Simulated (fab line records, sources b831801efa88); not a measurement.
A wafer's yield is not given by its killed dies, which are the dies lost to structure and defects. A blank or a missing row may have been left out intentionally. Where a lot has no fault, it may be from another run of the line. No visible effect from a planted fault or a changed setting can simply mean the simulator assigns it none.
fab line records    flow gf180mcu
[record] lots = 13  wafers = 39  lastDay = 34
route steps=602 shown HV_LDD@209 V2@399 M3@425 V3@443
lots that met no fault: from a run of the same line without faults
startH: hours from the record's opening day to when the first of the lot's shown wafers began    waitH: hours elapsed since this lot's preceding step    " as in the row above    L1.1+2: several wafers, shown together as one row    - value missing, or start not given    * or withheld: withheld    < > ~ a bound
route shown NAME@n: a module of which the file shows steps, and the number in the route of the first    usual: average and standard deviation across the fault-free wafers    same: alike in all rows    chamber/n: place in a boat    sites: each site's reading    _std_site: the values' standard deviation    _edge_site: inner sites' mean taken away from outer sites' mean    radiusMm: for every site, how far away it sits from the centre of the wafer    mask NAME#n: copy n    behind: the last tool/chamber to shape the wafer    hold: cause of the lot's hold/its duration in hours/its outcome    device: whichever transistor did not switch (one of n, p or np)    end of line: the tests these same wafers got at the end of their route    a step without rows: its recipe alone    killed: count of dies lost to structure and defects at first sort (not the wafer's yield)    map: a wafer's dies, x killed, . not, _ none there
set.NAME: the setting as run; set.NAME@STEP: as run at that earlier step    model.NAME: the simulator's own value behind a step, which no gauge read
route steps across a sampled set of lots; one table per step, one row per wafer
services: when a tool's chamber went out of use (startH, in hours from the record's first day, below 0 if earlier), for how many hours, and the reason
[[steps]]
[step GF_HV_LDD_IMPLANT_33]
[recipe] species = P  energyKev = 60  doseCm2 = 7.5e+12  tiltDeg = 30  rotationDeg = 0
[usual] beamOnS = 10.01/0.19  doseIonsCm2 = 7.5e+12/7.3e+09  faradayCurrentUA = 42.3/0.81
lot.wafer  tool          chamber  startH  waitH  beamOnS  doseIonsCm2  faradayCurrentUA
L612.2     implanter-03  0        259.18  0.0    10.20    7.492e+12    41.7
L612.3     "             0        "       "      9.94     7.493e+12    42.6
L612.4     "             0        "       "      9.86     7.492e+12    42.9
L613.1     implanter-04  0        269.64  0.0    9.98     7.506e+12    42.3
L613.5     "             0        "       "      9.91     7.506e+12    42.6
L613.6     "             0        "       "      10.09    7.5e+12      41.9
L614.3     implanter-03  0        274.78  0.1    10.04    7.499e+12    42.1
L614.4     "             0        "       "      9.94     7.517e+12    42.5
L614.6     "             0        "       "      9.79     7.502e+12    43.2
L617.3     implanter-04  0        302.33  0.1    9.89     7.493e+12    42.7
L617.4     "             0        "       "      10.11    7.485e+12    42.0
L617.5     "             0        "       "      10.17    7.492e+12    41.4
L616.2     implanter-01  0        303.30  0.0    10.05    7.508e+12    42.2
L616.5     "             0        "       "      9.95     7.501e+12    42.5
L616.6     "             0        "       "      10.18    7.503e+12    41.5
L622.1     implanter-04  0        343.99  0.1    10.24    6.438e+12    35.5
L622.3     "             0        "       "      10.06    6.437e+12    36.2
L622.6     "             0        "       "      9.97     6.434e+12    36.4
L623.1     implanter-03  0        352.65  0.0    10.44    7.496e+12    40.6
L623.5     "             0        "       "      9.85     7.508e+12    42.9
L623.6     "             0        "       "      10.02    7.495e+12    42.3
L624.1     implanter-04  0        360.13  0.0    10.29    6.433e+12    35.5
L624.5     "             0        "       "      10.02    6.445e+12    36.4
L624.6     "             0        "       "      10.10    6.443e+12    36.1
L625.3     implanter-01  0        365.64  0.1    10.01    7.505e+12    42.3
L625.4     "             0        "       "      10.12    7.511e+12    41.7
L625.6     "             0        "       "      10.01    7.512e+12    42.0
L629.3     implanter-03  0        401.60  0.1    9.70     7.494e+12    43.6
L629.4     "             0        "       "      9.77     7.502e+12    43.4
L629.6     "             0        "       "      10.37    7.505e+12    40.5
L631.2     implanter-03  0        411.16  0.0    10.15    7.505e+12    41.5
L631.5     "             0        "       "      10.14    7.493e+12    41.8
L631.6     "             0        "       "      9.91     7.499e+12    42.6
L630.1     implanter-01  0        413.33  0.0    10.35    7.507e+12    40.8
L630.3     "             0        "       "      10.01    7.507e+12    42.3
L630.5     "             0        "       "      9.68     7.508e+12    43.4
L633.1     implanter-03  0        432.73  0.0    10.00    7.504e+12    42.4
L633.4     "             0        "       "      9.71     7.516e+12    43.4
L633.5     "             0        "       "      9.76     7.507e+12    43.5
[step GF_HV_LDD_RS_MEAS_53]
[recipe] thkMeasGauge = four-point-probe
[usual] HV_LDD_RS = 418.1/0.88
lot.wafer  tool          chamber  startH  waitH  HV_LDD_RS[ohm/sq]
L612.2     filmMetro-04  -        279.50  0.1    418.8
L612.3     "             -        "       "      418.7
L612.4     "             -        "       "      419.2
L613.1     filmMetro-04  -        289.98  0.1    419.0
L613.5     "             -        "       "      417.7
L613.6     "             -        "       "      417.7
L614.3     filmMetro-02  -        296.08  0.1    417.8
L614.4     "             -        "       "      417.7
L614.6     "             -        "       "      418.2
L617.3     filmMetro-01  -        322.86  0.1    417.5
L617.4     "             -        "       "      418.7
L617.5     "             -        "       "      418.5
L616.2     filmMetro-04  -        324.25  0.1    417.2
L616.5     "             -        "       "      417.6
L616.6     "             -        "       "      417.5
L622.1     filmMetro-04  -        367.56  0.1    422.7
L622.3     "             -        "       "      421.8
L622.6     "             -        "       "      421.5
L623.1     filmMetro-02  -        375.56  0.1    418.6
L623.5     "             -        "       "      417.3
L623.6     "             -        "       "      419.3
L624.1     filmMetro-04  -        387.18  0.1    421.3
L624.5     "             -        "       "      421.3
L624.6     "             -        "       "      422.5
L625.3     filmMetro-01  -        389.35  0.1    419.1
L625.4     "             -        "       "      419.8
L625.6     "             -        "       "      418.0
L629.3     filmMetro-02  -        425.59  0.1    418.3
L629.4     "             -        "       "      418.0
L629.6     "             -        "       "      418.4
L631.2     filmMetro-02  -        436.32  0.1    416.7
L631.5     "             -        "       "      418.6
L631.6     "             -        "       "      416.9
L630.1     filmMetro-01  -        438.23  0.1    417.8
L630.3     "             -        "       "      417.7
L630.5     "             -        "       "      417.1
L633.1     filmMetro-02  -        458.30  0.1    416.6
L633.4     "             -        "       "      416.0
L633.5     "             -        "       "      416.2
[step GF_V2_ETCH_17]
[recipe] chemistry = C4F8/O2/Ar  maskMaterial = KrF  target = SiO2  stopOn = TiN  sourceW = 1500  biasW = 1200  pressureMtorr = 40  c4f8FlowSccm = withheld  O2_flow_sccm = 6  Ar_flow_sccm = 300  timeS = withheld  targetDepthA = 6300
[usual] oesProductAu = 0.855/0.0045
lot.wafer  tool        chamber  startH  waitH  oesProductAu
L612.2     rieDiel-02  0        -       -      0.850
L612.3     "           3        "       "      0.857
L612.4     "           2        "       "      0.854
L613.1     rieDiel-02  1        -       -      0.849
L613.5     "           0        "       "      0.851
L613.6     "           3        "       "      0.861
L614.3     rieDiel-03  2        -       -      0.855
L614.4     "           3        "       "      0.866
L614.6     "           2        "       "      0.851
L617.3     rieDiel-04  0        -       -      0.864
L617.4     "           3        "       "      0.860
L617.5     "           2        "       "      0.861
L616.2     rieDiel-02  3        -       -      0.855
L616.5     "           3        "       "      0.855
L616.6     "           0        "       "      0.860
L622.1     rieDiel-03  2        -       -      0.851
L622.3     "           0        "       "      0.853
L622.6     "           3        "       "      0.863
L623.1     rieDiel-03  1        -       -      0.849
L623.5     "           0        "       "      0.856
L623.6     "           3        "       "      0.847
L624.1     rieDiel-04  0        -       -      0.855
L624.5     "           0        "       "      0.853
L624.6     "           3        "       "      0.860
L625.3     rieDiel-03  0        -       -      0.854
L625.4     "           3        "       "      0.858
L625.6     "           0        "       "      0.850
L629.3     rieDiel-03  3        -       -      0.852
L629.4     "           1        "       "      0.859
L629.6     "           1        "       "      0.851
L631.2     rieDiel-02  0        -       -      0.846
L631.5     "           3        "       "      0.862
L631.6     "           0        "       "      0.859
L630.1     rieDiel-02  0        -       -      0.856
L630.3     "           1        "       "      0.856
L630.5     "           0        "       "      0.853
L633.1     rieDiel-04  2        -       -      0.851
L633.4     "           2        "       "      0.857
L633.5     "           0        "       "      0.854
[step GF_M3_METAL_ETCH_16]
[recipe] chemistry = Cl2/BCl3  maskMaterial = KrF  targetDepthNm = 750.8  stopOn = SiO2  pressureMtorr = 8  icpW = 800  biasW = 140  Cl2_flow_sccm = 80  bcl3FlowSccm = 40  timeS = 125.1
[usual] drypumpMotorCurrentA = 6.0/0.37  oesProductAu = 0.991/0.0054  throttleValvePct = 28.229/0.01
lot.wafer  tool         chamber  startH  waitH  drypumpMotorCurrentA  oesProductAu  rfHoursCounterH  throttleValvePct
L612.2     rieMetal-03  1        494.90  0.0    6.1                   0.997         12               28.211
L612.3     "            1        "       "      6.1                   0.988         -                28.233
L612.4     "            0        "       "      6.3                   0.983         -                28.234
L613.1     rieMetal-02  0        504.60  0.0    5.3                   0.987         7                28.225
L613.5     "            0        "       "      5.3                   0.995         -                28.213
L613.6     "            1        "       "      6.3                   0.986         -                28.232
L614.3     rieMetal-02  0        513.33  0.1    5.3                   1.001         -                28.217
L614.4     "            1        "       "      6.3                   0.985         -                28.226
L614.6     "            0        "       "      5.3                   0.992         -                28.237
L617.3     rieMetal-02  0        544.63  0.1    5.3                   0.997         -                28.219
L617.4     "            1        "       "      6.3                   0.981         -                28.226
L617.5     "            1        "       "      6.3                   0.992         -                28.229
L616.2     rieMetal-01  0        546.34  0.0    6.1                   0.977         9                28.233
L616.5     "            0        "       "      6.1                   0.986         -                28.240
L616.6     "            1        "       "      6.0                   0.992         -                28.230
L622.1     rieMetal-03  0        590.97  0.0    6.3                   0.997         11               28.234
L622.3     "            1        "       "      6.1                   1.000         -                28.227
L622.6     "            1        "       "      6.0                   0.993         -                28.221
L623.1     rieMetal-03  1        595.99  0.0    6.1                   0.989         15               28.229
L623.5     "            1        "       "      6.1                   0.995         -                28.223
L623.6     "            0        "       "      6.3                   0.987         -                28.218
L624.1     rieMetal-01  1        607.15  0.0    6.0                   0.995         4                28.237
L624.5     "            1        "       "      6.0                   0.993         -                28.238
L624.6     "            0        "       "      6.1                   0.993         -                28.238
L625.3     rieMetal-03  0        608.49  0.1    6.3                   0.992         -                28.222
L625.4     "            0        "       "      6.3                   0.996         -                28.228
L625.6     "            0        "       "      6.3                   0.996         -                28.221
L629.3     rieMetal-01  0        643.56  0.1    6.1                   0.988         -                28.251
L629.4     "            1        "       "      6.0                   0.999         -                28.242
L629.6     "            1        "       "      6.0                   0.991         -                28.230
L631.2     rieMetal-01  0        648.43  0.0    6.1                   0.991         12               28.237
L631.5     "            0        "       "      6.1                   0.982         -                28.223
L631.6     "            1        "       "      6.0                   0.995         -                28.227
L630.1     rieMetal-01  0        653.47  0.0    6.1                   0.987         13               28.217
L630.3     "            1        "       "      6.0                   0.994         -                28.222
L630.5     "            0        "       "      6.1                   0.991         -                28.232
L633.1     rieMetal-02  0        668.00  0.0    5.3                   1.001         13               28.238
L633.4     "            1        "       "      6.2                   0.997         -                28.231
L633.5     "            0        "       "      5.3                   0.985         -                28.246
[step GF_V3_CD_MEAS_14]
[recipe] targetCdNm = 260
[usual] cdNm = 260.1/1.2
lot.wafer  tool      chamber  startH  waitH  cdNm
L612.2     cdSem-02  -        519.99  0.1    260.0
L612.3     "         -        "       "      258.6
L612.4     "         -        "       "      260.7
L613.1     cdSem-02  -        529.27  0.1    260.2
L613.5     "         -        "       "      260.5
L613.6     "         -        "       "      258.8
L614.3     cdSem-02  -        537.46  0.1    258.7
L614.4     "         -        "       "      259.5
L614.6     "         -        "       "      259.5
L617.3     cdSem-02  -        568.25  0.1    260.7
L617.4     "         -        "       "      260.0
L617.5     "         -        "       "      259.9
L616.2     cdSem-01  -        570.08  0.1    259.7
L616.5     "         -        "       "      258.1
L616.6     "         -        "       "      258.8
L622.1     cdSem-02  -        612.79  0.1    259.3
L622.3     "         -        "       "      258.9
L622.6     "         -        "       "      259.1
L623.1     cdSem-01  -        618.34  0.1    260.0
L623.5     "         -        "       "      260.1
L623.6     "         -        "       "      260.7
L624.1     cdSem-01  -        629.22  0.1    261.2
L624.5     "         -        "       "      260.0
L624.6     "         -        "       "      261.2
L625.3     cdSem-01  -        630.73  0.1    261.8
L625.4     "         -        "       "      261.9
L625.6     "         -        "       "      262.4
L629.3     cdSem-02  -        664.60  0.1    262.1
L629.4     "         -        "       "      262.0
L629.6     "         -        "       "      262.7
L631.2     cdSem-01  -        669.09  0.1    260.4
L631.5     "         -        "       "      260.6
L631.6     "         -        "       "      259.7
L630.1     cdSem-01  -        674.11  0.1    260.6
L630.3     "         -        "       "      259.9
L630.5     "         -        "       "      261.3
L633.1     cdSem-02  -        688.42  0.1    260.6
L633.4     "         -        "       "      260.5
L633.5     "         -        "       "      260.3
[[services]]
tool          chamber  startH  hours  kind
rieDiel-02    2        285.29  3.7    repair
implanter-03  -        288.42  2.3    pm
rieDiel-02    2        322.82  15.2   repair
rieDiel-03    2        333.10  8.1    repair
rieDiel-03    0        334.78  2.5    repair
rieDiel-02    -        335.08  4.3    pm
rieDiel-02    0        339.92  4.0    repair
rieDiel-03    1        352.21  3.1    repair
rieDiel-02    2        365.62  21.6   repair
rieDiel-03    0        394.53  15.8   repair
rieDiel-02    1        446.65  5.6    repair
rieDiel-03    3        493.27  3.3    repair
implanter-03  -        523.07  0.7    repair
implanter-03  -        536.42  3.3    repair
implanter-03  -        551.87  1.6    repair
implanter-03  -        559.61  3.2    pm
rieMetal-01   -        577.00  1.4    pm
implanter-03  -        582.97  35.2   pm
rieDiel-02    3        593.62  20.9   repair
rieDiel-03    3        604.09  9.3    repair
rieDiel-02    2        626.34  8.0    repair
rieMetal-01   -        636.08  0.4    repair
rieDiel-03    0        664.86  7.5    repair
rieDiel-03    2        665.52  1.5    repair
[[key]]
[firstSign] step = GF_HV_LDD_IMPLANT_33  reading = doseIonsCm2  direction = down  sigmas = 99+  usual = 7.5e+12  struck = 6.438e+12
[effect] step = GF_HV_LDD_IMPLANT_33  reading = faradayCurrentUA  direction = down  sigmas = 7.8  usual = 42.3  struck = 36.0
[effect] step = GF_HV_LDD_RS_MEAS_53  reading = HV_LDD_RS  direction = up  sigmas = 4.3  usual = 418.1  struck = 421.9
metAt GF_HV_LDD_IMPLANT_33
struckLots L622,L624
testerLeftOut L622,L624
notActingAt GF_V2_ETCH_17,GF_M3_METAL_ETCH_16,GF_V3_CD_MEAS_14
onsetBetween 302.33 343.99
[fault] kind = processParameterDrift  tool = implanter-04  chamber = -  onsetH = 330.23  steps = GF_HV_LDD_IMPLANT_33  channel = doseCm2  offset = -1.0608e+12  shape = step  endH = 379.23  actsIn = theseRecipesOnly  stated = 7.5e+12
// testerLeftOut: of these lots the tester's yield and bins aren't shown, on N5 and GAA mostly nor the transistor test; their killed dies are dies lost to structure and defects alone, not to doping, threshold or leakage, so they don't give the yield
